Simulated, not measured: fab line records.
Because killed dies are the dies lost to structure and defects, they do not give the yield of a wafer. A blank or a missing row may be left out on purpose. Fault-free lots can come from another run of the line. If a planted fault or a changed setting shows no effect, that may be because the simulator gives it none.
What tool caused it? || flow sky130 || 72 wafers sampled from 24 lots at 1 step of a route of 708

== WHAT THE GAUGES READ, wafer by wafer ==
SKY_VIA1_CD_MEAS_12: the cd target is 150 nm.
{"lot": "L074", "measured": "day 33 18:02", "on": "cdSem-02", "cdNm (nm)": "146.9 149.3 147.3"}
{"lot": "L075", "measured": "day 34 00:15", "on": "cdSem-01", "cdNm (nm)": "151.1 152.1 150.8"}
{"lot": "L076", "measured": "day 34 16:52", "on": "cdSem-02", "cdNm (nm)": "149.4 149.3 150.9"}
{"lot": "L077", "measured": "day 34 22:35", "on": "cdSem-02", "cdNm (nm)": "146.6 146.3 147.2"}
{"lot": "L078", "measured": "day 35 08:22", "on": "cdSem-01", "cdNm (nm)": "150.3 151.7 150.1"}
{"lot": "L079", "measured": "day 35 09:34", "on": "cdSem-01", "cdNm (nm)": "148.9 149.2 150.2"}
{"lot": "L080", "measured": "day 36 02:45", "on": "cdSem-02", "cdNm (nm)": "151.2 152.0 151.8"}
{"lot": "L081", "measured": "day 36 12:12", "on": "cdSem-01", "cdNm (nm)": "149.2 149.2 149.0"}
{"lot": "L082", "measured": "day 36 14:33", "on": "cdSem-02", "cdNm (nm)": "152.6 149.7 150.1"}
{"lot": "L083", "measured": "day 36 22:28", "on": "cdSem-02", "cdNm (nm)": "150.2 151.9 151.0"}
{"lot": "L084", "measured": "day 37 02:04", "on": "cdSem-02", "cdNm (nm)": "148.6 150.4 148.2"}
{"lot": "L085", "measured": "day 37 12:30", "on": "cdSem-02", "cdNm (nm)": "151.0 149.9 150.9"}
{"lot": "L086", "measured": "day 37 17:45", "on": "cdSem-02", "cdNm (nm)": "150.7 150.3 150.0"}
{"lot": "L087", "measured": "day 37 23:37", "on": "cdSem-02", "cdNm (nm)": "150.3 150.8 150.2"}
{"lot": "L088", "measured": "day 38 05:29", "on": "cdSem-02", "cdNm (nm)": "153.2 153.1 150.8"}
{"lot": "L089", "measured": "day 38 11:37", "on": "cdSem-01", "cdNm (nm)": "147.0 147.4 147.2"}
{"lot": "L090", "measured": "day 38 22:30", "on": "cdSem-01", "cdNm (nm)": "152.2 150.2 151.5"}
{"lot": "L091", "measured": "day 39 00:42", "on": "cdSem-02", "cdNm (nm)": "152.2 152.3 150.6"}
{"lot": "L092", "measured": "day 39 10:51", "on": "cdSem-01", "cdNm (nm)": "144.3 144.3 145.2"}
{"lot": "L093", "measured": "day 39 17:08", "on": "cdSem-01", "cdNm (nm)": "155.4 153.9 153.5"}
{"lot": "L094", "measured": "day 40 01:06", "on": "cdSem-02", "cdNm (nm)": "150.2 149.6 148.5"}
{"lot": "L095", "measured": "day 40 06:12", "on": "cdSem-02", "cdNm (nm)": "151.6 150.5 150.9"}
{"lot": "L096", "measured": "day 40 13:52", "on": "cdSem-02", "cdNm (nm)": "151.6 150.8 153.4"}
{"lot": "L097", "measured": "day 40 15:27", "on": "cdSem-01", "cdNm (nm)": "152.6 151.4 150.7"}

== EACH LOT AND THE TOOL THAT RAN IT (in order: tool; ch and the chambers of the sampled wafers; start) ==
The record holds no process step before these readings.

== AS READ BY THE TOOLS THEMSELVES (means over the sampled wafers that have a number; for cases with no such wafer, the mark the record gives instead) ==
The record holds no such reading with a usual standard deviation.

== THE ANSWER, worked out from the rows above alone ==
Rule: the usual values come from the lots themselves. The widest of any qualifying gaps counts: lots, ordered by their means at a reading, are off when they make up no more than a third of the lots, leave a main group of 4 or more, and stand apart from it by 3 or more times the standard deviation of that group's means. The tables above print the reading to a certain number of digits; a main group whose means all agree to those digits is not used. Also off: a lot with no number at a reading for which 4 or more lots have one. The other lots that the step has rows for count as sound. After the gauges, taken in route order, come the tools' own readings; for these a lot's mean is taken, as printed above. At the first step where some lot is off, the reading lying furthest off is the one used; lots without a number count as furthest.
No lot is off on any of the readings shown, so nothing can be concluded from this.

== WHAT THE SIMULATOR HAD INSERTED ==
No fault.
